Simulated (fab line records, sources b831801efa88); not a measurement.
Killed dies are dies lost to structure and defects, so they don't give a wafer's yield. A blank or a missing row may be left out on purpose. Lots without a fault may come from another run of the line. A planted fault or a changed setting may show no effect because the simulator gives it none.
Which tool did it? | flow sky130 | 11 lots, 32 wafers sampled, at 4 steps of a route of 708

WHAT THE GAUGES READ, wafer by wafer
SKY_VT_ADJUST_LVTN_TW_MEAS_21. Usual: VT_ADJUST_LVTN_2_TW 187.9, standard deviation 1.5.
lot  | measured     | on            | VT_ADJUST_LVTN_2_TW | flag
L954 | day 8 06:12  | film_metro-01 | 188.2 188.6 188.7   |
L955 | day 8 04:58  | film_metro-01 | 187.6 187.8 188.5   |
L957 | day 8 14:43  | film_metro-03 | 189.6 188.4 189.3   |
L956 | day 8 14:31  | film_metro-03 | 189.1 190.0 190.5   |
L962 | day 9 20:43  | film_metro-02 | 186.2 186.6 186.4   |
L963 | day 10 06:41 | film_metro-01 | 189.5 188.9 188.8   |
L966 | day 11 03:16 | film_metro-03 | 188.8 189.8 189.7   |
L967 | day 11 08:05 | film_metro-02 | 185.3 185.0 185.4   |
L969 | day 12 01:10 | film_metro-01 | 187.9 186.0         |
L972 | day 12 17:09 | film_metro-02 | 186.8 187.0 187.8   |
L976 | day 14 02:38 | film_metro-02 | 184.9 186.4 184.9   |

WHICH TOOL RAN EACH LOT (tool, then ch and the chambers of the sampled wafers, then the start)
lot  | SKY_FIELD_ISO_STRIP_16              | SKY_NWELL_COAT_18                 | SKY_NWELL_STRIP_25
L954 | plasma_asher-03 ch 0,1, day 2 07:28 | litho_track-03 ch 0, day 5 10:00  | plasma_asher-04 ch 0,1, day 5 18:52
L955 | plasma_asher-02 ch 0,1, day 2 08:59 | litho_track-02 ch 0, day 5 09:29  | plasma_asher-04 ch 0,1, day 5 18:31
L957 | plasma_asher-02 ch 0,1, day 2 20:40 | litho_track-02 ch 0, day 5 17:35  | plasma_asher-03 ch 0,1, day 6 03:32
L956 | plasma_asher-01 ch 0,1, day 2 20:52 | litho_track-02 ch 0, day 5 16:59  | plasma_asher-02 ch 0,1, day 6 02:52
L962 | plasma_asher-03 ch 0,1, day 3 23:11 | litho_track-02 ch 0, day 6 21:14  | plasma_asher-03 ch 0,1, day 7 06:32
L963 | plasma_asher-02 ch 0,1, day 4 06:06 | litho_track-03 ch 0, day 7 03:21  | plasma_asher-02 ch 0,1, day 7 13:55
L966 | plasma_asher-01 ch 0,1, day 4 18:58 | litho_track-02 ch 0, day 7 21:02  | plasma_asher-03 ch 0,1, day 8 07:31
L967 | plasma_asher-03 ch 0,1, day 5 02:22 | litho_track-03 ch 0, day 8 02:13  | plasma_asher-02 ch 0, day 8 13:56
L969 | plasma_asher-03 ch 0,1, day 5 12:16 | litho_track-02 ch 0, day 8 17:08  | plasma_asher-02 ch 0,1, day 9 03:56
L972 | plasma_asher-01 ch 0,1, day 6 02:08 | litho_track-02 ch 0, day 9 06:02  | plasma_asher-02 ch 0,1, day 9 17:49
L976 | plasma_asher-02 ch 0,1, day 6 22:44 | litho_track-01 ch 0, day 10 12:38 | plasma_asher-03 ch 0,1, day 11 00:28
- SKY_FIELD_ISO_STRIP_16: strips in O2/N2.
- SKY_NWELL_COAT_18: resist thk 3000 nm.
- SKY_NWELL_STRIP_25: strips in O2/N2.

WHAT THE TOOLS THEMSELVES READ (means of the sampled wafers that have a number; where no wafer has one, the mark that the record gives instead)
SKY_FIELD_ISO_STRIP_16. Usual: drypump_motor_current_A 5.82 A, standard deviation 0.28; n2_flow_sccm 300.0 sccm, standard deviation 0.84; o2_flow_sccm 3000 sccm, standard deviation 8.7; oes_product_au 0.378 a.u., standard deviation 0.0046; strip_time_to_endpoint_s 3.556 s, standard deviation 0.029.
lot  | tool            | drypump_motor_current_A (A) | n2_flow_sccm (sccm) | o2_flow_sccm (sccm) | oes_product_au (a.u.) | strip_time_to_endpoint_s (s) | flag
L954 | plasma_asher-03 | 5.57                        | 300.2               | 3004                | 0.379                 | 3.541                        |
L955 | plasma_asher-02 | 5.80                        | 300.4               | 3003                | 0.382                 | 3.522                        |
L957 | plasma_asher-02 | 5.79                        | 300.7               | 3000                | 0.373                 | 3.516                        |
L956 | plasma_asher-01 | 6.01                        | 300.2               | 3002                | 0.376                 | 3.560                        |
L962 | plasma_asher-03 | 5.57                        | 299.4               | 2997                | 0.375                 | 3.556                        |
L963 | plasma_asher-02 | 5.79                        | 299.2               | 2995                | 0.380                 | 3.567                        |
L966 | plasma_asher-01 | 6.11                        | 300.0               | 3006                | 0.376                 | 3.578                        |
L967 | plasma_asher-03 | 5.58                        | 300.2               | 3000                | 0.379                 | 3.585                        |
L969 | plasma_asher-03 | 5.69                        | 299.5               | 3012                | 0.380                 | 3.585                        |
L972 | plasma_asher-01 | 6.01                        | 300.1               | 3007                | 0.375                 | 3.544                        |
L976 | plasma_asher-02 | 5.79                        | 300.5               | 3004                | 0.379                 | 3.530                        |

SKY_NWELL_COAT_18. Usual: resist_line_temp_C 22.99 C, standard deviation 0.11; spin_speed_rpm 1999.9 rpm, standard deviation 1.6.
lot  | tool           | resist_line_temp_C (C) | spin_speed_rpm (rpm) | flag
L954 | litho_track-03 | 22.80                  | 2000.4               |
L955 | litho_track-02 | 22.91                  | 1999.8               |
L957 | litho_track-02 | 22.93                  | 2000.6               |
L956 | litho_track-02 | 23.08                  | 2001.0               |
L962 | litho_track-02 | 23.15                  | 2000.4               |
L963 | litho_track-03 | 23.03                  | 2000.3               |
L966 | litho_track-02 | 23.12                  | 2000.1               |
L967 | litho_track-03 | 22.95                  | 2000.9               |
L969 | litho_track-02 | 22.98                  | 1999.5               |
L972 | litho_track-02 | 22.97                  | 1999.1               |
L976 | litho_track-01 | 22.91                  | 1999.0               |

SKY_NWELL_STRIP_25. Usual: drypump_motor_current_A 5.81 A, standard deviation 0.24; n2_flow_sccm 300.0 sccm, standard deviation 0.82; o2_flow_sccm 3000 sccm, standard deviation 8.4; oes_product_au 0.722 a.u., standard deviation 0.0049; strip_time_to_endpoint_s 36.96 s, standard deviation 0.11.
lot  | tool            | drypump_motor_current_A (A) | n2_flow_sccm (sccm) | o2_flow_sccm (sccm) | oes_product_au (a.u.) | strip_time_to_endpoint_s (s) | flag
L954 | plasma_asher-04 | 5.87                        | 299.5               | 3011                | 0.724                 | 36.87                        |
L955 | plasma_asher-04 | 5.96                        | 299.3               | 2989                | 0.728                 | 37.01                        |
L957 | plasma_asher-03 | 5.58                        | 300.0               | 2988                | 0.724                 | 37.11                        |
L956 | plasma_asher-02 | 5.82                        | 300.9               | 3000                | 0.717                 | 37.04                        |
L962 | plasma_asher-03 | 5.57                        | 299.7               | 3002                | 0.719                 | 36.91                        |
L963 | plasma_asher-02 | 5.81                        | 299.4               | 3009                | 0.720                 | 36.85                        |
L966 | plasma_asher-03 | 5.83                        | 299.9               | 3002                | 0.721                 | 36.90                        |
L967 | plasma_asher-02 | 5.83                        | 300.0               | 2989                | 0.725                 | 36.87                        |
L969 | plasma_asher-02 | 5.80                        | 300.5               | 3008                | 0.722                 | 36.53                        | OFF
L972 | plasma_asher-02 | 5.81                        | 299.6               | 3013                | 0.725                 | 36.26                        | OFF
L976 | plasma_asher-03 | 5.84                        | 300.3               | 3007                | 0.720                 | 36.74                        |

THE ANSWER, worked out from the rows above alone
Rule: a lot is off if the mean of its wafers that have a number lies more than 3 standard deviations from the usual mean. A lot without any number at a reading at which 4 lots or more have one is off too. The other lots that the step has rows for count as sound. The gauges are gone through in route order, then the tools' own readings, and for those a lot's mean is taken as printed above. The first step at which some lot is off is used, and at that step the reading that is off furthest; a lot without a number counts as furthest.
Off: L969, L972, at SKY_NWELL_STRIP_25 (strip_time_to_endpoint_s).
A tool fits if, at that step or a process step before it, it ran every lot that is off, and no sound lot after the first of them. Can't be told from this: 2 tools fit, litho_track-02 at SKY_NWELL_COAT_18, plasma_asher-02 at SKY_NWELL_STRIP_25.

WHAT THE SIMULATOR HAD PUT IN
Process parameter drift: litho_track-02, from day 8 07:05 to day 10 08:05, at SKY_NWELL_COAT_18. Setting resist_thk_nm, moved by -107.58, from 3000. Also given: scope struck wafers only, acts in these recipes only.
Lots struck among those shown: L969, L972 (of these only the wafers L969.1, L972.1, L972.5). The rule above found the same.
